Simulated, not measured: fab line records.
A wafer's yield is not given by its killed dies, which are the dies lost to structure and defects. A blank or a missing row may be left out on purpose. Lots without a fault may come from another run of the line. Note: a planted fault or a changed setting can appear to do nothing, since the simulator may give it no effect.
fab line records ; flow sky130
record lots=6; wafers=18; lastDay=50
route steps=708 shown VT_ADJUST_PCH@151 SONOS_TUNNEL@154 PAD_OPEN@708
lots untouched by any fault: they come from a run of this same line in which no faults occurred
startH: hours from the record's opening day to when the first of the lot's shown wafers began ; waitH: how many hours have passed since the lot's step before this one ; " the same as in the row above ; L1.1+2: a row that stands for several wafers ; - either no value or no given start ; * or withheld: withheld ; < > ~ a bound
route shown NAME@n: NAME is a module with steps in the file, n the number in the route of the first one ; usual: the fault-free wafers' mean and standard deviation ; same: alike in all rows ; chamber/n: place in a boat ; sites: each site's reading ; _std_site: their standard deviation ; _edge_site: inner sites' mean taken away from outer sites' mean ; radiusMm: how far each site lies from the wafer's centre ; mask NAME#n: copy n ; behind: tool/chamber where the wafer was last shaped ; hold: the reason the lot was held/the length of the hold in hours/how it ended ; device: the n, p or np transistor that did not switch ; end of line: at the end of the route, the tests of the same wafers ; where a step has no rows: the recipe by itself ; killed: count of dies lost to structure and defects at first sort (not the wafer's yield) ; map: a wafer's dies, marking killed ones x, the rest . and places with no die _
set.NAME: the setting as run; set.NAME@STEP: as run at that earlier step ; model.NAME: the simulator's own value behind a step, which no gauge read
lots at selected steps of the route; one table per step, one row per wafer
services: when a tool's chamber went out of use (startH, in hours from the record's first day, below 0 if earlier), for how many hours, and the reason
## steps
# step SKY_VT_ADJUST_PCH_IMPLANT_08
# recipe species=B; energyKev=10; doseCm2=5.037e+11; tiltDeg=withheld
# step SKY_VT_ADJUST_PCH_STRIP_09
# recipe chemistry=O2/N2; powerW=1400; pressureMtorr=1500; platenTempC=withheld; o2FlowSccm=3000; n2FlowSccm=300; overashFraction=0.5
# usual drypumpMotorCurrentA=5.9/0.5; o2FlowSccm=2999/7.9; oesProductAu=0.723/0.0046; stripTimeToEndpointS=36.95/0.1
lot.wafer;tool;chamber;startH;waitH;drypumpMotorCurrentA;o2FlowSccm;oesProductAu;rfHoursCounterH;stripTimeToEndpointS
L824.1;plasmaAsher-02;0;264.97;0.1;6.1;2997;0.731;55;36.88
L824.2;plasmaAsher-02;1;264.97;0.1;6.5;2989;0.724;55;36.85
L824.4;plasmaAsher-02;0;264.97;0.1;6.0;2998;0.727;-;36.95
L827.2;plasmaAsher-02;1;288.53;0.1;6.5;3009;0.722;57;36.99
L827.4;plasmaAsher-02;1;288.53;0.1;6.5;2998;0.724;-;36.91
L827.6;plasmaAsher-02;1;288.53;0.1;6.5;3002;0.721;-;36.89
L828.3;plasmaAsher-02;1;300.10;0.1;6.5;3001;0.727;-;36.87
L828.4;plasmaAsher-02;0;300.10;0.1;6.0;3003;0.718;-;36.89
L828.6;plasmaAsher-02;1;300.10;0.1;6.5;3000;0.722;-;36.74
L835.1;plasmaAsher-02;0;352.77;0.1;6.0;2986;0.720;63;37.03
L835.2;plasmaAsher-02;1;352.77;0.1;6.5;2999;0.724;63;37.12
L835.6;plasmaAsher-02;0;352.77;0.1;6.0;2994;0.722;-;36.92
L842.3;plasmaAsher-01;0;406.20;0.1;5.4;3004;0.730;-;36.99
L842.5;plasmaAsher-01;1;406.20;0.1;6.1;2998;0.722;-;36.97
L842.6;plasmaAsher-01;0;406.20;0.1;5.4;3004;0.722;-;36.99
L843.1;plasmaAsher-04;1;409.73;0.1;6.3;3014;0.718;62;37.05
L843.4;plasmaAsher-04;0;409.73;0.1;5.1;3006;0.721;-;37.02
L843.6;plasmaAsher-04;1;409.73;0.1;6.3;3008;0.729;-;36.94
# step SKY_VT_ADJUST_PCH_TW_MEAS_10
# usual VT_ADJUST_PCH_TW=142.9/1.3
lot.wafer;tool;chamber;startH;waitH;VT_ADJUST_PCH_TW
L824.1;filmMetro-03;-;265.07;0.1;141.9
L824.2;filmMetro-03;-;265.07;0.1;142.4
L824.4;filmMetro-03;-;265.07;0.1;142.5
L827.2;filmMetro-01;-;288.64;0.1;141.0
L827.4;filmMetro-01;-;288.64;0.1;140.8
L827.6;filmMetro-01;-;288.64;0.1;140.3
L828.3;filmMetro-01;-;300.19;0.1;140.6
L828.4;filmMetro-01;-;300.19;0.1;140.4
L828.6;filmMetro-01;-;300.19;0.1;140.8
L835.1;filmMetro-03;-;352.87;0.1;143.2
L835.2;filmMetro-03;-;352.87;0.1;143.4
L835.6;filmMetro-03;-;352.87;0.1;143.7
L842.3;filmMetro-03;-;406.29;0.1;141.7
L842.5;filmMetro-03;-;406.29;0.1;142.4
L842.6;filmMetro-03;-;406.29;0.1;141.7
L843.1;filmMetro-03;-;409.83;0.1;142.0
L843.4;filmMetro-03;-;409.83;0.1;141.6
L843.6;filmMetro-03;-;409.83;0.1;141.5
# step SKY_SONOS_TUNNEL_DEHYDRATE_00
# recipe tempC=200; timeS=60
# step SKY_SONOS_TUNNEL_HMDS_01
# recipe primeTimeS=60; primeTempC=120
# step SKY_SONOS_TUNNEL_COAT_02
# recipe resist=NOVOLAK; spinRpm=3000; resistThkNm=1140
# step SKY_SONOS_TUNNEL_SOFTBAKE_03
# recipe tempC=90; timeS=60; resist=NOVOLAK
# step SKY_SONOS_TUNNEL_EXPOSE_04
# recipe maskId=TUNM; na=0.6; sourceShape=conventional; sigmaOuter=0.6; polarization=unpolarized; targetCdNm=410; doseMj=136
# step SKY_SONOS_TUNNEL_PEB_05
# recipe tempC=withheld; timeS=*; resist=NOVOLAK
# step SKY_SONOS_TUNNEL_DEVELOP_06
# recipe resist=NOVOLAK; developer=TMAH; developTimeS=60; devTempC=23
# step SKY_SONOS_TUNNEL_CD_MEAS_07
# recipe targetCdNm=410
# usual cdNm=409.5/2.1
lot.wafer;tool;chamber;startH;waitH;cdNm
L824.1;cdSem-02;-;291.60;0.1;411.8
L824.2;cdSem-02;-;291.60;0.1;410.4
L824.4;cdSem-02;-;291.60;0.1;411.2
L827.2;cdSem-02;-;315.12;0.1;408.2
L827.4;cdSem-02;-;315.12;0.1;408.5
L827.6;cdSem-02;-;315.12;0.1;405.3
L828.3;cdSem-02;-;325.62;0.1;408.0
L828.4;cdSem-02;-;325.62;0.1;410.2
L828.6;cdSem-02;-;325.62;0.1;412.0
L835.1;cdSem-01;-;380.96;0.1;408.3
L835.2;cdSem-01;-;380.96;0.1;409.0
L835.6;cdSem-01;-;380.96;0.1;407.6
L842.3;cdSem-02;-;436.65;0.1;410.3
L842.5;cdSem-02;-;436.65;0.1;412.1
L842.6;cdSem-02;-;436.65;0.1;409.2
L843.1;cdSem-01;-;440.05;0.1;407.8
L843.4;cdSem-01;-;440.05;0.1;407.9
L843.6;cdSem-01;-;440.05;0.1;410.2
# step SKY_SONOS_TUNNEL_OVL_MEAS_08
# usual SONOS_TUNNEL_OVL=0.9/1.3
lot.wafer;tool;chamber;startH;waitH;SONOS_TUNNEL_OVL[nm]
L824.1;overlay-01;-;291.72;0.1;1.8
L824.2;overlay-01;-;291.72;0.1;2.4
L824.4;overlay-01;-;291.72;0.1;2.1
L827.2;overlay-01;-;315.22;0.1;0.3
L827.4;overlay-01;-;315.22;0.1;0.8
L827.6;overlay-01;-;315.22;0.1;-1.3
L828.3;overlay-01;-;325.71;0.1;3.8
L828.4;overlay-01;-;325.71;0.1;2.1
L828.6;overlay-01;-;325.71;0.1;3.7
L835.1;overlay-01;-;381.08;0.1;2.2
L835.2;overlay-01;-;381.08;0.1;2.3
L835.6;overlay-01;-;381.08;0.1;0.8
L842.3;overlay-01;-;436.74;0.1;2.7
L842.5;overlay-01;-;436.74;0.1;4.3
L842.6;overlay-01;-;436.74;0.1;4.2
L843.1;overlay-01;-;440.17;0.1;1.7
L843.4;overlay-01;-;440.17;0.1;0.9
L843.6;overlay-01;-;440.17;0.1;1.4
# step SKY_SONOS_TUNNEL_IMPLANT_09
# recipe species=B; energyKev=20; doseCm2=1e+12; tiltDeg=withheld
lot.wafer;tool;chamber;startH;waitH
L824.1+2+4;implanter-02;0;291.75;0.0
L827.2+4+6;implanter-02;0;315.28;0.0
L828.3+4+6;implanter-02;0;325.79;0.1
L835.1+2+6;implanter-01;0;381.12;0.0
L842.3+5+6;implanter-02;0;436.82;0.1
L843.1+4+6;implanter-02;0;440.20;0.0
# step SKY_SONOS_TUNNEL_WET_ETCH_10
# recipe chemistry=dHF; targetDepthNm=14; target=SiO2; dilution=100:1; tempC=25; timeS=280
# step SKY_SONOS_TUNNEL_STRIP_11
# recipe chemistry=SPM; timeS=600; tempC=130
# step SKY_SONOS_TUNNEL_TW_MEAS_12
# usual SONOS_TUNNEL_TW=197.2/2.1
lot.wafer;tool;chamber;startH;waitH;SONOS_TUNNEL_TW
L824.1;filmMetro-01;-;292.18;0.0;193.7
L824.2;filmMetro-01;-;292.18;0.0;194.4
L824.4;filmMetro-01;-;292.18;0.0;194.4
L827.2;filmMetro-01;-;315.72;0.0;177.3
L827.4;filmMetro-01;-;315.72;0.0;177.6
L827.6;filmMetro-01;-;315.72;0.0;177.8
L828.3;filmMetro-03;-;326.20;0.0;180.8
L828.4;filmMetro-03;-;326.20;0.0;181.2
L828.6;filmMetro-03;-;326.20;0.0;181.1
L835.1;filmMetro-04;-;381.55;0.0;200.3
L835.2;filmMetro-04;-;381.55;0.0;199.2
L835.6;filmMetro-04;-;381.55;0.0;200.2
L842.3;filmMetro-01;-;437.22;0.0;197.5
L842.5;filmMetro-01;-;437.22;0.0;197.4
L842.6;filmMetro-01;-;437.22;0.0;197.6
L843.1;filmMetro-01;-;440.63;0.0;197.9
L843.4;filmMetro-01;-;440.63;0.0;199.3
L843.6;filmMetro-01;-;440.63;0.0;199.4
# step SKY_SONOS_TUNNEL_CLEAN_13
# recipe chemistry=dHF; timeS=20; dilution=100:1; dry=ipaMarangoni
# step SKY_PAD_OPEN_PROBE_99
# usual killed_at_M0_to_M3=44/6.3; killed_at_M4_up=3.1/1.8; killedAtContacts=25/5.1; killedAtFrontEnd=15/4.1; killedAtOther=0.3/0.71; killedDies=87/8.8; killedOpen=47/6.8; killedShort=40/6.7
# same grossDies=492; killedAtBackSide=0
lot.wafer;tool;chamber;startH;waitH;killed_at_M0_to_M3;killed_at_M4_up;killedAtContacts;killedAtFrontEnd;killedAtOther;killedDies;killedOpen;killedShort;model.etest.tipSonos.rsOhmSq;model.etest.tipSonos.rsOhmSqRange;model.etest.tipSonos.rsOhmSqRimLessCentre;model.etest.sonosUncharged.rOnOhmUm;model.etest.sonosProgrammed.offLog10AUm;model.etest.sonosProgrammed.vtV;model.etest.sonosUncharged.vtV;model.etest.sonosBaked.vtV
L824.1;prober-02;-;1110.34;0.1;41;5;28;12;0;86;41;45;2556;54.81;-5.164;799.3;-13.89;1.41;-0.4653;0.9244
L824.2;prober-02;-;1110.39;0.1;55;3;23;16;1;98;55;43;2578;41.1;3.183;802.1;-13.86;1.478;-0.4639;0.9511
L824.4;prober-02;-;1110.49;0.2;52;0;21;14;1;88;50;38;2564;37.12;-30.23;790.4;-13.89;1.419;-0.4607;0.9157
L827.2;prober-01;-;1128.92;0.1;30;1;30;20;1;82;39;43;2647;110.6;47.5;790.4;-12.56;1.219;-0.5409;0.7424
L827.4;prober-01;-;1129.02;0.2;35;3;30;15;0;83;47;36;2690;133.5;70.69;788.7;-13.15;1.272;-0.5319;0.7913
L827.6;prober-01;-;1129.12;0.2;43;3;21;15;0;82;45;37;2701;102.8;59.99;790.5;-12.82;1.18;-0.5483;0.6822
L828.3;prober-01;-;1136.75;0.2;40;3;21;24;0;88;37;51;2666;105.9;50.15;773.1;-12.87;1.27;-0.5638;0.7426
L828.4;prober-01;-;1136.80;0.2;48;4;24;17;30;123;42;51;2690;97.71;47.25;774.6;-12.26;1.241;-0.5755;0.7362
L828.6;prober-01;-;1136.90;0.2;49;8;30;15;0;102;53;49;2679;124.1;6.501;750.8;-11.25;1.161;-0.5946;0.7214
L835.1;prober-01;-;1170.08;0.1;41;3;30;12;0;86;46;40;2752;31.42;18.51;796.7;-14.03;1.51;-0.4704;1.041
L835.2;prober-01;-;1170.13;0.1;48;2;29;15;0;94;46;48;2731;29;15.33;803.8;-14.01;1.497;-0.4492;0.9413
L835.6;prober-01;-;1170.33;0.2;39;2;29;11;2;83;43;38;2756;44.85;-5.875;786.4;-13.91;1.539;-0.4907;1.063
L842.3;prober-02;-;1201.63;0.2;44;2;24;14;0;84;45;39;2661;32.02;15.88;819.9;-13.86;1.43;-0.4446;0.9721
L842.5;prober-02;-;1201.73;0.2;46;1;25;18;2;92;58;34;2641;48.45;11.14;827.6;-13.98;1.437;-0.381;0.9365
L842.6;prober-02;-;1201.78;0.2;48;5;22;13;0;88;52;36;2696;44.65;30.74;796.1;-13.96;1.456;-0.4439;0.9304
L843.1;prober-01;-;1202.74;0.1;46;4;17;13;0;80;43;37;2666;24.59;-3.249;815.1;-14.02;1.407;-0.4049;0.9092
L843.4;prober-01;-;1202.89;0.2;40;5;25;10;0;80;41;39;2672;33.07;-0.8058;815.5;-13.99;1.367;-0.4508;0.9363
L843.6;prober-01;-;1202.99;0.2;49;4;16;15;0;84;47;37;2658;27.69;10.13;815.8;-14.02;1.355;-0.4423;0.9119
# killed by level:class
L824.1 CONTACT:geometricParticle:open=11 VIA1:geometricParticle:open=11 METAL1:geometricParticle:short=6 LOCAL_INTERCONNECT:geometricParticle:short=5 VIA2:geometricParticle:open=5 CONTACT:geometricParticle:short=5 VIA1:geometricParticle:short=5 LI_CONTACT:geometricParticle:short=4
L824.2 VIA1:geometricParticle:open=16 CONTACT:geometricParticle:open=10 VIA3:geometricParticle:open=7 METAL2:geometricParticle:short=7 VIA1:geometricParticle:short=6 VIA2:geometricParticle:open=5 VIA2:geometricParticle:short=5 FIELD_ISO:geometricParticle:open=4
L824.4 VIA1:geometricParticle:open=16 LI_CONTACT:geometricParticle:open=11 VIA1:geometricParticle:short=11 VIA3:geometricParticle:open=6 FIELD_ISO:geometricParticle:short=5 CONTACT:geometricParticle:open=5 METAL2:geometricParticle:short=5 METAL1:geometricParticle:short=5
L827.2 VIA1:geometricParticle:open=10 CONTACT:geometricParticle:open=8 FIELD_ISO:geometricParticle:short=6 CONTACT:geometricParticle:short=6 LI_CONTACT:geometricParticle:open=5 LI_CONTACT:geometricParticle:short=5 LOCAL_INTERCONNECT:geometricParticle:short=5 SPACER:geometricParticle:short=4
L827.4 CONTACT:geometricParticle:open=10 VIA3:geometricParticle:open=7 LI_CONTACT:geometricParticle:open=7 VIA1:geometricParticle:open=7 METAL2:geometricParticle:short=7 FIELD_ISO:geometricParticle:short=5 FIELD_ISO:geometricParticle:open=5 CONTACT:geometricParticle:short=5
L827.6 VIA1:geometricParticle:open=10 VIA2:geometricParticle:open=8 LI_CONTACT:geometricParticle:open=6 VIA3:geometricParticle:open=6 FIELD_ISO:geometricParticle:short=5 POLY_GATE:geometricParticle:open=5 LOCAL_INTERCONNECT:geometricParticle:short=4 CONTACT:geometricParticle:open=4
L828.3 POLY_GATE:geometricParticle:short=8 METAL1:geometricParticle:short=8 VIA2:geometricParticle:open=8 LOCAL_INTERCONNECT:geometricParticle:short=6 CONTACT:geometricParticle:short=5 VIA1:geometricParticle:open=5 VIA1:geometricParticle:short=5 FIELD_ISO:geometricParticle:open=4
L828.4 PAD_OPEN:areaEtch=30 VIA1:geometricParticle:open=9 FIELD_ISO:geometricParticle:open=6 LI_CONTACT:geometricParticle:short=6 CONTACT:geometricParticle:short=6 VIA2:geometricParticle:short=6 VIA3:geometricParticle:open=6 FIELD_ISO:geometricParticle:short=5
L828.6 CONTACT:geometricParticle:open=13 METAL2:geometricParticle:short=9 VIA1:geometricParticle:open=8 VIA2:geometricParticle:open=7 POLY_GATE:geometricParticle:open=6 LI_CONTACT:geometricParticle:open=6 CONTACT:geometricParticle:short=5 LOCAL_INTERCONNECT:geometricParticle:short=5
L835.1 CONTACT:geometricParticle:open=11 VIA2:geometricParticle:open=9 LI_CONTACT:geometricParticle:open=7 CONTACT:geometricParticle:short=6 METAL1:geometricParticle:short=6 VIA3:geometricParticle:short=5 VIA1:geometricParticle:open=5 METAL2:geometricParticle:short=5
L835.2 CONTACT:geometricParticle:open=9 VIA3:geometricParticle:open=9 LI_CONTACT:geometricParticle:open=8 METAL1:geometricParticle:short=8 LOCAL_INTERCONNECT:geometricParticle:short=7 VIA2:geometricParticle:open=6 VIA1:geometricParticle:short=6 METAL2:geometricParticle:short=6
L835.6 VIA3:geometricParticle:open=9 LI_CONTACT:geometricParticle:open=8 VIA2:geometricParticle:open=8 CONTACT:geometricParticle:open=8 METAL1:geometricParticle:short=8 CONTACT:geometricParticle:short=6 VIA1:geometricParticle:short=6 POLY_GATE:geometricParticle:short=5
L842.3 VIA1:geometricParticle:open=11 CONTACT:geometricParticle:open=8 CONTACT:geometricParticle:short=6 VIA3:geometricParticle:open=6 VIA3:geometricParticle:short=5 METAL1:geometricParticle:short=5 LI_CONTACT:geometricParticle:open=4 VIA1:geometricParticle:short=4
L842.5 VIA1:geometricParticle:open=15 CONTACT:geometricParticle:open=10 LI_CONTACT:geometricParticle:open=9 FIELD_ISO:geometricParticle:open=6 FIELD_ISO:geometricParticle:short=5 VIA2:geometricParticle:open=5 VIA3:geometricParticle:open=5 CONTACT:geometricParticle:short=4
L842.6 VIA1:geometricParticle:open=15 VIA2:geometricParticle:open=7 CONTACT:geometricParticle:open=7 VIA3:geometricParticle:open=7 CONTACT:geometricParticle:short=6 POLY_GATE:geometricParticle:short=5 LI_CONTACT:geometricParticle:open=5 VIA1:geometricParticle:short=5
L843.1 VIA1:geometricParticle:open=10 CONTACT:geometricParticle:open=7 VIA3:geometricParticle:open=6 METAL1:geometricParticle:short=5 FIELD_ISO:geometricParticle:open=4 LI_CONTACT:geometricParticle:open=4 METAL2:geometricParticle:short=4 LOCAL_INTERCONNECT:geometricParticle:short=4
L843.4 VIA1:geometricParticle:open=10 CONTACT:geometricParticle:open=8 LI_CONTACT:geometricParticle:open=6 METAL3:geometricParticle:short=6 METAL1:geometricParticle:short=5 LOCAL_INTERCONNECT:geometricParticle:short=5 METAL4:geometricParticle:short=5 FIELD_ISO:geometricParticle:open=4
L843.6 VIA1:geometricParticle:open=14 VIA1:geometricParticle:short=8 VIA3:geometricParticle:open=8 METAL1:geometricParticle:short=7 POLY_GATE:geometricParticle:open=6 CONTACT:geometricParticle:open=5 VIA2:geometricParticle:open=4 POLY_GATE:geometricParticle:short=4
## services
tool;chamber;startH;hours;kind
plasmaAsher-02;-;282.99;2.3;repair
plasmaAsher-02;-;337.53;2.8;pm
plasmaAsher-02;-;377.05;8.5;repair
plasmaAsher-01;-;381.87;3.7;repair
plasmaAsher-01;-;421.25;9.0;pm
plasmaAsher-01;0;421.25;9.0;ventCycle
plasmaAsher-01;1;421.25;9.0;ventCycle
implanter-01;-;424.33;20.6;repair
plasmaAsher-01;0;430.25;-;clean
plasmaAsher-01;1;430.25;-;clean
## key
firstSign step=SKY_SONOS_TUNNEL_TW_MEAS_12; reading=SONOS_TUNNEL_TW; direction=down; sigmas=8.5; usual=197.2; struck=179.3
effect none on later readings
modelEffect step=SKY_PAD_OPEN_PROBE_99; value=etest.tipSonos.rsOhmSq; without=2764; struck=2679
metAt SKY_SONOS_TUNNEL_IMPLANT_09
struckWafers L827.2,L827.4,L827.6,L828.3,L828.4,L828.6
testerLeftOut L827,L828
baselineLoss step=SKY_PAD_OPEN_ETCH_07; wafers=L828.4
onsetBetween 291.75 315.28
fault kind=processParameterDrift; tool=implanter-02; chamber=-; onsetH=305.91; steps=SKY_SONOS_TUNNEL_IMPLANT_09; channel=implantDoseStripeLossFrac; offset=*; shape=step; endH=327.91
# testerLeftOut: of these lots the tester's yield and bins aren't shown, on N5 and GAA mostly nor the transistor test; their killed dies are dies lost to structure and defects alone, not to doping, threshold or leakage, so they don't give the yield
# baselineLoss: these wafers lose ten dies or more at that step, a loss of the line's own and not of a fault; the sort's usual values leave them out
